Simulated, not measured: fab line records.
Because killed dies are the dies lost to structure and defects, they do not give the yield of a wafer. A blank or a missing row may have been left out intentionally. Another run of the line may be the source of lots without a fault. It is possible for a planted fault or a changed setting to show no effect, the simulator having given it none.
A lot that was struck, set against a sound lot | flow sfq-line | 42 steps out of a route of 325
Sound: these wafers, L323.3, L323.4, L323.5. Struck: wafers L329.4, L329.5. (L329.6 of the same lot was not struck and is left out.) The cause comes at the end.
At each step with rows: each side's tool, then ch and its chambers, then its first start. Under that, the readings that differ: sound wafers | struck wafers | difference of the means | sigmas: that difference in standard deviations of wafers without a fault.
alike: readings with means less than 2 such deviations apart, plus words and numbers identical on both sides. not compared: withheld readings, readings lacking a value on some wafer, bounds such as >300 that could conceal the same value, and numbers that have no deviation in the record and whose values overlap.
Wherever a step has rows on one side only, a row that says differs or no value, or a row with sigmas, the two part there. Non-overlapping numbers with no deviation appear without sigmas and do not part them. Lack of a reading on every wafer of one side parts them only where that side has two or more wafers.

first, 6 steps without rows for these wafers: SFQ_TRILAYER_M6_LITHO_COAT_164 (resist thk 62 nm); SFQ_TRILAYER_M6_LITHO_COAT_159 (resist thk 600 nm); SFQ_TRILAYER_M6_LITHO_SOFTBAKE_163; SFQ_TRILAYER_M6_LITHO_EXPOSE_160 (exposes mask M6, target cd 500 nm); SFQ_TRILAYER_M6_LITHO_PEB_162 (peb time 60 s); SFQ_TRILAYER_M6_LITHO_DEVELOP_161 (time 60 s).
SFQ_M6_OVL_MEAS_940:
  sound on overlay-01 at day 76 19:52; struck on overlay-01 at day 77 05:29
  reading     | sound   | struck | difference | sigmas
  M6_OVL (nm) | 3 -1 -5 | 8 13   | +12        | +2
SFQ_TRILAYER_M6_BARC_OPEN_METAL_ETCH_206: etches BARC in O2, target depth 125 nm, time 41.7 s.
  sound on rie-metal-02 ch 0,1, day 76 19:55; struck on rie-metal-03 ch 0,1, day 77 05:31
  alike: drypump-motor-current-A, oes-product-au
  not compared: rf-hours-counter-h
then, 1 step without rows for these wafers: SFQ_TRILAYER_M6_ETCH_METAL_ETCH_162 (etches Nb in Cl2/Ar, stops on SiO2, target depth 240 nm, time 120 s).
SFQ_TRILAYER_M6_STRIP_STRIP_163: strips in O2.
  sound on rie-metal-02 ch 0,1, day 76 20:17; struck on rie-metal-03 ch 0,1, day 77 05:53
  alike: drypump-motor-current-A, oes-product-au
  not compared: rf-hours-counter-h
then, 1 step without rows for these wafers: SFQ_TRILAYER_M6_STRIP_SOLV_CLEAN_164 (cleans in NMP, time 600 s).
SFQ_TRILAYER_I6_DEP_PECVD_165: deposits SiO2 from SiH4/N2O, time 111.11 s, target thk 500 nm.
  sound on pecvd-03 ch 0,1,2, day 76 20:53; struck on pecvd-02 ch 1,2, day 77 06:29
  alike: heater-power-w, throttle-valve-pct
SFQ_TRILAYER_I6_CMP_CMP_166: polishes SiO2.
  sound on cmp-02 ch 0,1,3, day 77 00:55; struck on cmp-02 ch 1,3, day 77 22:22
  reading                                             | sound           | struck      | difference | sigmas
  time-to-endpoint-s (s)                              | 207 212 211     | 187 185     | -24        | -4
  model.SiO2_of_TRILAYER_I6_DEP_PECVD_165.thk-nm (nm) | 198.4 199.3 199 | 250.1 249.9 | +51.1      |
  alike: motor-current-A
SFQ_I6_BOW_MEAS_941:
  sound on film-metro-02 at day 77 03:28; struck on film-metro-03 at day 78 00:26
  alike: I6_BOW
SFQ_TRILAYER_I6_METRO_MEASURE_167:
  sound on film-metro-02 at day 77 03:56; struck on film-metro-03 at day 78 01:05
  reading     | sound             | struck      | difference | sigmas
  thk-nm (nm) | 198.5 199.3 198.9 | 250.0 250.1 | +51.2      | +57
then, 6 steps without rows for these wafers: SFQ_TRILAYER_I6_VIA_LITHO_COAT_174 (resist thk 62 nm); SFQ_TRILAYER_I6_VIA_LITHO_COAT_169 (resist thk 650 nm); SFQ_TRILAYER_I6_VIA_LITHO_SOFTBAKE_173; SFQ_TRILAYER_I6_VIA_LITHO_EXPOSE_170 (exposes mask I6, target cd 700 nm); SFQ_TRILAYER_I6_VIA_LITHO_PEB_172 (peb time 60 s); SFQ_TRILAYER_I6_VIA_LITHO_DEVELOP_171 (time 60 s).
-- the record jumps here: 4 days lie between the struck wafers' starts before and after --
SFQ_I6_OVL_MEAS_942:
  sound on overlay-02 at day 77 09:10; struck on overlay-01 at day 81 15:45
  alike: I6_OVL
SFQ_TRILAYER_I6_VIA_BARC_OPEN_VIA_ETCH_235: etches BARC in O2, target depth 125 nm, time 41.7 s.
  sound on rie-diel-04 ch 1,2,3, day 77 09:11; struck on rie-diel-01 ch 0,1, day 81 15:46
  alike: drypump-motor-current-A, oes-product-au
  not compared: rf-hours-counter-h
SFQ_TRILAYER_I6_VIA_ETCH_VIA_ETCH_172: etches SiO2 in CHF3, stops on Nb, target depth 260 nm.
  sound on rie-diel-04 ch 1,2,3, day 77 09:14; struck on rie-diel-01 ch 0,1, day 81 15:49
  reading                        | sound             | struck      | difference | sigmas
  oes-product-au (a.u.)          | 0.852 0.855 0.853 | 0.972 0.971 | +0.118     | +24
  model.I6.feature-depth-nm (nm) | 198.4 199.3 199   | 250.1 249.9 | +51.1      |
  model.etch.depth-nm (nm)       | 198.4 199.3 199   | 250.1 249.9 | +51.1      |
  alike: drypump-motor-current-A
then, 2 steps without rows for these wafers: SFQ_TRILAYER_I6_VIA_STRIP_STRIP_173 (strips in O2); SFQ_TRILAYER_I6_VIA_STRIP_SOLV_CLEAN_174 (cleans in NMP, time 600 s).
SFQ_TRILAYER_M7_DEP_PRE_CLEAN_176: time 22.5 s.
  sound on pvd-sputter-04 at day 77 10:43; struck on pvd-sputter-06 at day 81 16:41
  reading                                             | sound             | struck      | difference | sigmas
  model.SiO2_of_TRILAYER_I6_DEP_PECVD_165.thk-nm (nm) | 190.9 191.8 191.5 | 242.6 242.4 | +51.1      |
SFQ_TRILAYER_M7_DEP_SPUTTER_175: material Nb, target thk 200 nm, time 133.3 s.
  sound on pvd-sputter-04 at day 77 10:45; struck on pvd-sputter-06 at day 81 16:43
  alike: throttle-valve-pct
SFQ_M7_RS_MEAS_943: the measuring method here is four-point-probe.
  sound on film-metro-03 at day 77 10:53; struck on film-metro-03 at day 81 16:52
  alike: M7_NB_RS
then, 6 steps without rows for these wafers: SFQ_TRILAYER_M7_LITHO_COAT_182 (resist thk 62 nm); SFQ_TRILAYER_M7_LITHO_COAT_177 (resist thk 600 nm); SFQ_TRILAYER_M7_LITHO_SOFTBAKE_181; SFQ_TRILAYER_M7_LITHO_EXPOSE_178 (exposes mask M7, target cd 500 nm); SFQ_TRILAYER_M7_LITHO_PEB_180 (peb time 60 s); SFQ_TRILAYER_M7_LITHO_DEVELOP_179 (time 60 s).
SFQ_M7_OVL_MEAS_945:
  sound on overlay-01 at day 77 15:10; struck on overlay-01 at day 82 01:19
  alike: M7_OVL
then, 5 steps without rows for these wafers: SFQ_TRILAYER_M7_BARC_OPEN_METAL_ETCH_229 (etches BARC in O2, target depth 125 nm, time 41.7 s); SFQ_TRILAYER_M7_ETCH_METAL_ETCH_180 (etches Nb in Cl2/Ar, stops on SiO2, target depth 240 nm, time 120 s); SFQ_TRILAYER_M7_STRIP_STRIP_181 (strips in O2); SFQ_TRILAYER_M7_STRIP_SOLV_CLEAN_182 (cleans in NMP, time 600 s); SFQ_TRILAYER_I7_DEP_PECVD_183 (deposits SiO2 from SiH4/N2O, time 111.11 s, target thk 500 nm).
-- the record jumps here: 3 days lie between the struck wafers' starts before and after --
SFQ_M8_BOW_MEAS_951:
  sound on film-metro-04 at day 85 04:10; struck on film-metro-02 at day 85 12:08
  reading                 | sound             | struck      | difference | sigmas
  model.etest.i6.link-ohm | 1.875 1.868 1.875 | 1.888 1.893 | +0.018     |
  alike: M8_BOW

WHERE THEY PART
First at SFQ_M6_OVL_MEAS_940; last, within this record, at SFQ_TRILAYER_I6_VIA_ETCH_VIA_ETCH_172. Later steps at which nothing parts them and some readings are alike: SFQ_TRILAYER_M7_DEP_SPUTTER_175, SFQ_M7_RS_MEAS_943, SFQ_M7_OVL_MEAS_945, SFQ_M8_BOW_MEAS_951.

WHY: what the simulator had put in
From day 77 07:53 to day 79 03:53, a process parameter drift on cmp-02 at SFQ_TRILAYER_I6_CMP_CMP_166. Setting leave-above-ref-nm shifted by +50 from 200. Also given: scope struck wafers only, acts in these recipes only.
